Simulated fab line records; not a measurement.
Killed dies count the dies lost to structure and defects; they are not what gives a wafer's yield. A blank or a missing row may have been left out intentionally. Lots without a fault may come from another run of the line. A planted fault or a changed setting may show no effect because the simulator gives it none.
Which tool was responsible? + flow gf180mcu + 6 lots, 18 wafers sampled, at 1 step of a route of 602

WHAT THE GAUGES READ, wafer by wafer
GF_V2_THK_MEAS_03.
| lot  | measured     | on            | V2_CVD_02_THK (nm) |
|------|--------------|---------------|--------------------|
| L956 | day 20 03:03 | film metro-01 | 848 868 860        |
| L959 | day 21 17:21 | film metro-01 | 841 852 884        |
| L962 | day 22 10:22 | film metro-04 | 845 866 847        |
| L969 | day 24 14:49 | film metro-01 | 858 890 856        |
| L972 | day 25 18:23 | film metro-04 | 833 833 856        |
| L976 | day 26 18:34 | film metro-01 | 854 855 855        |

TOOL THAT RAN EACH LOT (tool first, then ch and the chambers of the sampled wafers, then the start)
Record: no process step prior to these readings.

THE ANSWER, worked out from the rows above alone
Rule: the lots themselves supply what counts as usual. The widest of any qualifying gaps counts: lots, ordered by their means at a reading, are off when they make up no more than a third of the lots, leave a main group of 4 or more, and stand apart from it by 3 or more times the standard deviation of that group's means. The tables above print the reading to a certain number of digits; a main group whose means all agree to those digits is not used. A lot without any number at a reading at which 4 lots or more have one is off too. Any other lot the step has rows for is counted as sound.
No lot is off on any of the readings shown, so nothing can be concluded from this.

WHAT THE SIMULATOR HAD PUT IN
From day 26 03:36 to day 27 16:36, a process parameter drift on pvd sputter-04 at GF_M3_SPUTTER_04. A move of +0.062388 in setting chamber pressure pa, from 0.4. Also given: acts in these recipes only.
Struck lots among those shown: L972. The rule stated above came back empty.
